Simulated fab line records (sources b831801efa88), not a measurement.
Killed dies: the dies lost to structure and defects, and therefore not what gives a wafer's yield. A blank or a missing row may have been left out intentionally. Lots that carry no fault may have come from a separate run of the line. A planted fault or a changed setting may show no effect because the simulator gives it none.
Chamber matching / flow sfq line / SFQ_TRILAYER_C5_BARC_OPEN_VIA_ETCH_210 on rie diel-04 has 4 sister chambers
The step etches BARC in O2, target depth 125 nm, time 41.7 s. 8 wafers are shown with their chamber, then 7 later ones without.

## WAFERS WITH THEIR CHAMBER
wafer=L074.5; chamber=0; oes product au (a.u.)=0.688
wafer=L076.1; chamber=2; oes product au (a.u.)=0.688
wafer=L076.2; chamber=3; oes product au (a.u.)=0.678
wafer=L078.4; chamber=1; oes product au (a.u.)=0.699
wafer=L078.5; chamber=0; oes product au (a.u.)=0.680
wafer=L078.6; chamber=3; oes product au (a.u.)=0.687
wafer=L090.1; chamber=2; oes product au (a.u.)=0.682
wafer=L090.3; chamber=1; oes product au (a.u.)=0.683

## WAFERS WITH NO CHAMBER GIVEN
wafer=L090.4; oes product au (a.u.)=0.682
wafer=L095.1; oes product au (a.u.)=0.688
wafer=L095.4; oes product au (a.u.)=0.683
wafer=L095.5; oes product au (a.u.)=0.688
wafer=L097.3; oes product au (a.u.)=0.694
wafer=L097.4; oes product au (a.u.)=0.692
wafer=L097.6; oes product au (a.u.)=0.672

## CHAMBER TAKEN BY EACH
wafer=L090.4; from the rows above=can't be placed: 3 or 0 or 2 or 1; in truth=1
wafer=L095.1; from the rows above=can't be placed: 2 or 1 or 0 or 3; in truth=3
wafer=L095.4; from the rows above=can't be placed: 3 or 0 or 2 or 1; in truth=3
wafer=L095.5; from the rows above=can't be placed: 2 or 1 or 0 or 3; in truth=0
wafer=L097.3; from the rows above=can't be placed: 1 or 2 or 0 or 3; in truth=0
wafer=L097.4; from the rows above=can't be placed: 1 or 2 or 0 or 3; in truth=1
wafer=L097.6; from the rows above=can't be placed: 3 or 0 or 2 or 1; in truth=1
Correctly placed: 0 of 7. From these rows, 7 cannot be placed; in 7 the true chamber is one of the candidates. Wrongly placed: 0.
How it was worked out, from the rows above alone: a wafer's distance from a chamber is the root of the sum, over the readings, of the square of ((its reading less the chamber's mean) divided by the reading's scatter). If the next closest chamber is less than 2 further off than the closest, the wafer can't be placed; otherwise it belongs to the closest. The mean given for a chamber averages the wafers shown for that chamber. How the scatter is found: for the shown wafers, subtract from each reading the mean of its chamber, square and add these, divide the total by (wafers less chambers), then take the root.
